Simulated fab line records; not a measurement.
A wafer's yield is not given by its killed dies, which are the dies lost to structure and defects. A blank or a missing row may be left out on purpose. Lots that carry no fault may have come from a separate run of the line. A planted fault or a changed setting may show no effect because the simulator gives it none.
fab line records	flow sky130
[record] lots = 12	wafers = 36	last-day = 51
route steps=708 shown NWELL@82 VT_ADJUST_HVTP@92 VT_ADJUST_HVTR@141 VT_ADJUST_PCH@151 PAD_OPEN@708
lots untouched by any fault: they come from a run of this same line in which no faults occurred
start-h: hours from the record's opening day to when the first of the lot's shown wafers began	wait-h: hours elapsed since this lot's preceding step	" identical to the entry in the row above	L1.1+2: a single row standing in for several wafers	- no value, or no start was given	* or withheld: withheld	< > ~ a bound
route shown NAME@n: NAME is a module with steps in the file, n the number in the route of the first one	usual: mean/standard deviation taken from wafers without a fault	same: alike in all rows	chamber/n: place in a boat	sites: the reading at each site	_std_site: how widely they spread, as a standard deviation	_edge_site: mean of outer sites minus mean of inner sites	radius-mm: for every site, how far away it sits from the centre of the wafer	mask NAME#n: copy n	behind: the last tool/chamber to shape the wafer	hold: what put the lot on hold/how long, in hours/how the hold closed	device: transistor that didn't switch, given as n, p or np	end of line: tests run on the same wafers once the route is complete	a step with no rows: only its recipe	killed: the dies lost at the first sort to structure and to defects; this is not the yield of the wafer	map: a wafer's dies, marking killed ones x, the rest . and places with no die _
set.NAME: the setting the step ran with; set.NAME@STEP: the setting that earlier step ran with	model.NAME: the simulator's own value behind a step, which no gauge read
route steps across a sampled set of lots; one table per step, one row per wafer
services: when a tool's chamber went out of use (start-h, in hours from the record's first day, below 0 if earlier), for how many hours, and the reason
[[steps]]
[step SKY_NWELL_RS_MEAS_29]
[recipe] thk-meas-gauge = four-point-probe
[usual] NWELL_RS = 623.2/1.7
lot.wafer	tool	chamber	start-h	wait-h	NWELL_RS[ohm/sq]
L124.2	film-metro-02	-	109.88	0.1	624.8
L124.4	"	-	"	"	622.8
L124.5	"	-	"	"	625.4
L126.1	film-metro-01	-	124.74	0.1	621.2
L126.3	"	-	"	"	621.6
L126.5	"	-	"	"	619.2
L128.4	film-metro-03	-	136.32	0.1	624.3
L128.5	"	-	"	"	626.3
L128.6	"	-	"	"	624.9
L132.2	film-metro-03	-	158.62	0.1	623.7
L132.4	"	-	"	"	621.0
L132.6	"	-	"	"	621.7
L133.1	film-metro-03	-	165.32	0.1	622.0
L133.5	"	-	"	"	622.0
L133.6	"	-	"	"	621.3
L134.1	film-metro-01	-	171.32	0.1	621.7
L134.3	"	-	"	"	619.4
L134.4	"	-	"	"	620.4
L135.1	film-metro-01	-	176.77	0.1	622.3
L135.3	"	-	"	"	624.4
L135.4	"	-	"	"	624.4
L136.1	film-metro-02	-	183.04	0.1	623.8
L136.3	"	-	"	"	624.7
L136.5	"	-	"	"	623.3
L143.1	film-metro-03	-	225.52	0.1	623.1
L143.3	"	-	"	"	621.9
L143.4	"	-	"	"	622.7
L145.1	film-metro-03	-	243.46	0.1	624.6
L145.4	"	-	"	"	624.2
L145.5	"	-	"	"	624.8
L146.2	film-metro-03	-	244.39	0.1	622.7
L146.4	"	-	"	"	621.4
L146.5	"	-	"	"	621.9
L147.2	film-metro-01	-	250.56	0.1	623.5
L147.5	"	-	"	"	623.6
L147.6	"	-	"	"	624.5
[step SKY_VT_ADJUST_HVTP_CD_MEAS_07]
[recipe] target-cd-nm = 380
[usual] cd-nm = 379.7/2.5
lot.wafer	tool	chamber	start-h	wait-h	cd-nm
L124.2	cd-sem-02	-	130.01	0.1	382.3
L124.4	"	-	"	"	382.2
L124.5	"	-	"	"	380.4
L126.1	cd-sem-02	-	144.92	0.1	376.1
L126.3	"	-	"	"	377.8
L126.5	"	-	"	"	377.8
L128.4	cd-sem-01	-	157.42	0.1	381.4
L128.5	"	-	"	"	381.6
L128.6	"	-	"	"	380.1
L132.2	cd-sem-02	-	181.24	0.1	381.2
L132.4	"	-	"	"	383.6
L132.6	"	-	"	"	381.9
L133.1	cd-sem-01	-	187.24	0.1	378.1
L133.5	"	-	"	"	379.7
L133.6	"	-	"	"	377.9
L134.1	cd-sem-02	-	193.79	0.1	378.3
L134.3	"	-	"	"	379.7
L134.4	"	-	"	"	378.8
L135.1	cd-sem-02	-	199.37	0.1	382.6
L135.3	"	-	"	"	383.7
L135.4	"	-	"	"	382.2
L136.1	cd-sem-01	-	205.82	0.1	378.0
L136.3	"	-	"	"	379.0
L136.5	"	-	"	"	379.7
L143.1	cd-sem-02	-	249.26	0.1	379.4
L143.3	"	-	"	"	378.7
L143.4	"	-	"	"	380.5
L145.1	cd-sem-01	-	267.56	0.1	379.2
L145.4	"	-	"	"	376.5
L145.5	"	-	"	"	377.7
L146.2	cd-sem-01	-	268.14	0.1	375.8
L146.4	"	-	"	"	378.8
L146.5	"	-	"	"	376.0
L147.2	cd-sem-01	-	274.64	0.1	377.8
L147.5	"	-	"	"	377.1
L147.6	"	-	"	"	378.5
[step SKY_VT_ADJUST_HVTR_STRIP_10]
[recipe] chemistry = O2/N2	power-w = 1400	pressure-mtorr = 1500	platen-temp-c = withheld	o2-flow-sccm = 3000	n2-flow-sccm = 300	overash-fraction = 0.5
[usual] drypump-motor-current-A = 5.81/0.16	n2-flow-sccm = 300.0/0.92	oes-product-au = 0.716/0.0044	strip-time-to-endpoint-s = 14.17/0.036
[same] overash-fraction = 0.5
lot.wafer	tool	chamber	start-h	wait-h	drypump-motor-current-A	n2-flow-sccm	oes-product-au	rf-hours-counter-h	strip-time-to-endpoint-s
L124.2	plasma-asher-04	1	217.90	0.1	5.76	298.0	0.710	10	14.17
L124.4	"	0	"	"	6.02	299.7	0.714	-	14.14
L124.5	"	0	"	"	6.03	300.5	0.723	-	14.18
L126.1	plasma-asher-04	1	235.72	0.1	5.75	300.8	0.722	12	14.15
L126.3	"	0	"	"	6.03	300.0	0.714	-	14.14
L126.5	"	1	"	"	5.79	300.6	0.720	-	14.17
L128.4	plasma-asher-02	0	249.56	0.1	5.95	299.0	0.715	-	14.17
L128.5	"	1	"	"	5.71	300.4	0.720	-	14.13
L128.6	"	0	"	"	6.01	298.7	0.709	-	14.17
L132.2	plasma-asher-02	0	274.85	0.1	6.00	299.6	0.709	46	14.13
L132.4	"	1	"	"	5.73	298.4	0.723	-	14.11
L132.6	"	0	"	"	5.96	300.2	0.712	-	14.08
L133.1	plasma-asher-02	0	283.40	0.1	5.96	299.3	0.717	47	14.15
L133.5	"	0	"	"	5.94	300.5	0.716	-	14.13
L133.6	"	1	"	"	5.76	300.9	0.712	-	14.17
L134.1	plasma-asher-02	0	288.97	0.1	5.96	300.7	0.710	47	14.15
L134.3	"	1	"	"	5.73	301.3	0.725	-	14.11
L134.4	"	0	"	"	5.99	301.6	0.717	-	14.20
L135.1	plasma-asher-04	1	296.22	0.1	5.75	300.2	0.719	19	14.20
L135.3	"	1	"	"	5.78	300.7	0.710	-	14.18
L135.4	"	0	"	"	6.01	299.7	0.715	-	14.21
L136.1	plasma-asher-02	1	301.92	0.1	5.78	300.7	0.714	49	14.20
L136.3	"	0	"	"	5.97	301.8	0.724	-	14.19
L136.5	"	0	"	"	5.95	301.5	0.718	-	14.21
L143.1	plasma-asher-02	0	358.22	0.1	5.94	299.5	0.714	54	14.21
L143.3	"	1	"	"	5.77	299.2	0.713	-	14.25
L143.4	"	0	"	"	5.96	299.8	0.710	-	14.19
L145.1	plasma-asher-01	1	374.90	0.1	5.75	300.6	0.711	69	14.19
L145.4	"	1	"	"	5.74	301.1	0.711	-	14.23
L145.5	"	1	"	"	5.76	301.1	0.715	-	14.21
L146.2	plasma-asher-01	0	376.87	0.1	5.58	300.6	0.714	69	14.15
L146.4	"	1	"	"	5.70	300.9	0.720	-	14.12
L146.5	"	1	"	"	5.71	300.3	0.711	-	14.15
L147.2	plasma-asher-04	1	388.36	0.1	5.73	300.0	0.720	28	14.19
L147.5	"	0	"	"	6.03	301.5	0.716	-	14.19
L147.6	"	1	"	"	5.75	300.0	0.713	-	14.17
[step SKY_VT_ADJUST_PCH_IMPLANT_08]
[recipe] species = B	energy-kev = 10	dose-cm2 = 5e+11	tilt-deg = withheld
[usual] dose-ions-cm2 = 5.001e+11/5.6e+08	faraday-current-uA = 2.82/0.055
lot.wafer	tool	chamber	start-h	wait-h	dose-ions-cm2	faraday-current-uA
L124.2	implanter-01	0	241.52	0.0	5.004e+11	2.82
L124.4	"	0	"	"	4.989e+11	2.80
L124.5	"	0	"	"	4.997e+11	2.82
L126.1	implanter-02	0	259.50	0.0	4.999e+11	2.81
L126.3	"	0	"	"	5e+11	2.81
L126.5	"	0	"	"	4.996e+11	2.85
L128.4	implanter-02	0	273.62	0.1	5.007e+11	2.76
L128.5	"	0	"	"	5.007e+11	2.87
L128.6	"	0	"	"	5.009e+11	2.81
L132.2	implanter-02	0	300.03	0.0	4.993e+11	2.84
L132.4	"	0	"	"	4.991e+11	2.84
L132.6	"	0	"	"	4.986e+11	2.89
L133.1	implanter-03	0	309.35	0.0	5.008e+11	2.78
L133.5	"	0	"	"	5.002e+11	2.89
L133.6	"	0	"	"	5.002e+11	2.74
L134.1	implanter-02	0	314.93	0.0	9.167e+11	5.00
L134.3	"	0	"	"	9.168e+11	5.35
L134.4	"	0	"	"	9.172e+11	5.29
L135.1	implanter-02	0	322.58	0.0	9.164e+11	5.01
L135.3	"	0	"	"	9.169e+11	5.20
L135.4	"	0	"	"	9.164e+11	5.03
L136.1	implanter-02	0	328.68	0.0	9.152e+11	5.29
L136.3	"	0	"	"	9.157e+11	5.13
L136.5	"	0	"	"	9.157e+11	5.19
L143.1	implanter-01	0	386.00	0.0	5.006e+11	2.75
L143.3	"	0	"	"	5.003e+11	2.75
L143.4	"	0	"	"	4.998e+11	2.82
L145.1	implanter-03	0	404.45	0.0	5.005e+11	2.80
L145.4	"	0	"	"	5.006e+11	2.88
L145.5	"	0	"	"	4.995e+11	2.74
L146.2	implanter-03	0	406.00	0.0	5.006e+11	2.77
L146.4	"	0	"	"	5.003e+11	2.81
L146.5	"	0	"	"	4.995e+11	2.81
L147.2	implanter-02	0	418.38	0.0	4.994e+11	2.79
L147.5	"	0	"	"	5.001e+11	2.77
L147.6	"	0	"	"	5.006e+11	2.74
[step SKY_VT_ADJUST_PCH_TW_MEAS_10]
[usual] VT_ADJUST_PCH_TW = 143.7/1.8
lot.wafer	tool	chamber	start-h	wait-h	VT_ADJUST_PCH_TW
L124.2	film-metro-02	-	241.75	0.1	146.2
L124.4	"	-	"	"	146.5
L124.5	"	-	"	"	147.4
L126.1	film-metro-02	-	259.75	0.1	146.3
L126.3	"	-	"	"	146.3
L126.5	"	-	"	"	146.2
L128.4	film-metro-04	-	273.82	0.1	143.2
L128.5	"	-	"	"	142.8
L128.6	"	-	"	"	143.3
L132.2	film-metro-04	-	300.26	0.1	143.7
L132.4	"	-	"	"	143.6
L132.6	"	-	"	"	143.8
L133.1	film-metro-01	-	309.60	0.1	141.8
L133.5	"	-	"	"	142.0
L133.6	"	-	"	"	141.8
L134.1	film-metro-02	-	315.18	0.1	171.9
L134.3	"	-	"	"	171.0
L134.4	"	-	"	"	170.0
L135.1	film-metro-04	-	322.83	0.1	167.2
L135.3	"	-	"	"	167.2
L135.4	"	-	"	"	168.0
L136.1	film-metro-02	-	328.93	0.1	170.4
L136.3	"	-	"	"	171.5
L136.5	"	-	"	"	171.2
L143.1	film-metro-02	-	386.25	0.1	144.8
L143.3	"	-	"	"	145.4
L143.4	"	-	"	"	144.5
L145.1	film-metro-01	-	404.70	0.1	141.1
L145.4	"	-	"	"	141.5
L145.5	"	-	"	"	141.4
L146.2	film-metro-02	-	406.24	0.1	144.7
L146.4	"	-	"	"	144.8
L146.5	"	-	"	"	144.6
L147.2	film-metro-02	-	418.61	0.1	144.8
L147.5	"	-	"	"	144.9
L147.6	"	-	"	"	145.4
[step SKY_PAD_OPEN_PROBE_99]
[usual] killed_at_M0_to_M3 = 43/6.8	killed_at_M4_up = 3.3/1.9	killed-at-contacts = 24/5.3	killed-at-front-end = 14/4.3	killed-at-other = 0.3/0.62	killed-dies = 85/9.8	killed-open = 46/8	killed-short = 39/5.9
[same] gross-dies = 492	killed-at-back-side = 0
lot.wafer	tool	chamber	start-h	wait-h	killed_at_M0_to_M3	killed_at_M4_up	killed-at-contacts	killed-at-front-end	killed-at-other	killed-dies	killed-open	killed-short
L135.1	prober-02	-	1172.55	0.1	41	3	20	18	0	82	43	39
L135.3	prober-02	-	1172.65	0.2	33	2	26	18	2	81	41	40
L135.4	prober-02	-	1172.70	0.2	40	2	25	21	2	90	50	40
// killed by level:class
L135.1 VIA1:geometric-particle:open=11 LI_CONTACT:geometric-particle:open=8 CONTACT:geometric-particle:open=6 VIA2:geometric-particle:open=5 METAL2:geometric-particle:short=5 VIA3:geometric-particle:open=5 FIELD_ISO:geometric-particle:short=4 POLY_GATE:geometric-particle:short=4
L135.3 CONTACT:geometric-particle:open=11 VIA1:geometric-particle:open=9 FIELD_ISO:geometric-particle:short=8 POLY_GATE:geometric-particle:short=4 LOCAL_INTERCONNECT:geometric-particle:short=4 CONTACT:geometric-particle:short=4 METAL2:geometric-particle:short=4 VIA3:geometric-particle:open=4
L135.4 VIA1:geometric-particle:open=12 CONTACT:geometric-particle:open=10 POLY_GATE:geometric-particle:short=7 VIA2:geometric-particle:open=6 POLY_GATE:geometric-particle:open=5 LOCAL_INTERCONNECT:geometric-particle:short=5 CONTACT:geometric-particle:short=5 METAL2:geometric-particle:short=4
[[services]]
tool	chamber	start-h	hours	kind
implanter-01	-	202.02	1.9	repair
implanter-01	-	202.43	1.0	repair
implanter-03	-	206.58	1.4	repair
plasma-asher-01	-	234.57	3.1	repair
implanter-01	-	259.31	0.5	repair
implanter-01	-	294.93	3.2	repair
implanter-02	-	305.00	3.7	pm
implanter-01	-	312.16	1.6	repair
implanter-02	-	362.09	16.7	pm
implanter-02	-	384.30	4.2	repair
implanter-02	-	391.61	23.1	pm
plasma-asher-02	-	402.95	2.7	repair
[[key]]
[first-sign] step = SKY_VT_ADJUST_PCH_IMPLANT_08	reading = dose-ions-cm2	direction = up	sigmas = 99+	usual = *	struck = *
[effect] step = SKY_VT_ADJUST_PCH_IMPLANT_08	reading = faraday-current-uA	direction = up	sigmas = 43	usual = 2.82	struck = 5.17
[effect] step = SKY_VT_ADJUST_PCH_TW_MEAS_10	reading = VT_ADJUST_PCH_TW	direction = up	sigmas = 14	usual = 143.7	struck = 169.8
met-at SKY_VT_ADJUST_PCH_IMPLANT_08
struck-lots L134,L135,L136
tester-left-out L134,L135,L136
not-acting-at SKY_NWELL_RS_MEAS_29,SKY_VT_ADJUST_HVTP_CD_MEAS_07,SKY_VT_ADJUST_HVTR_STRIP_10
onset-between 300.03 314.93
[fault] kind = process-parameter-drift	tool = implanter-02	chamber = -	onset-h = 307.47	steps = SKY_VT_ADJUST_PCH_IMPLANT_08	channel = dose-cm2	offset = *	shape = step	end-h = 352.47	acts-in = *	stated = *
// tester-left-out: of these lots the tester's yield and bins aren't shown, on N5 and GAA mostly nor the transistor test; their killed dies are dies lost to structure and defects alone, not to doping, threshold or leakage, so they don't give the yield
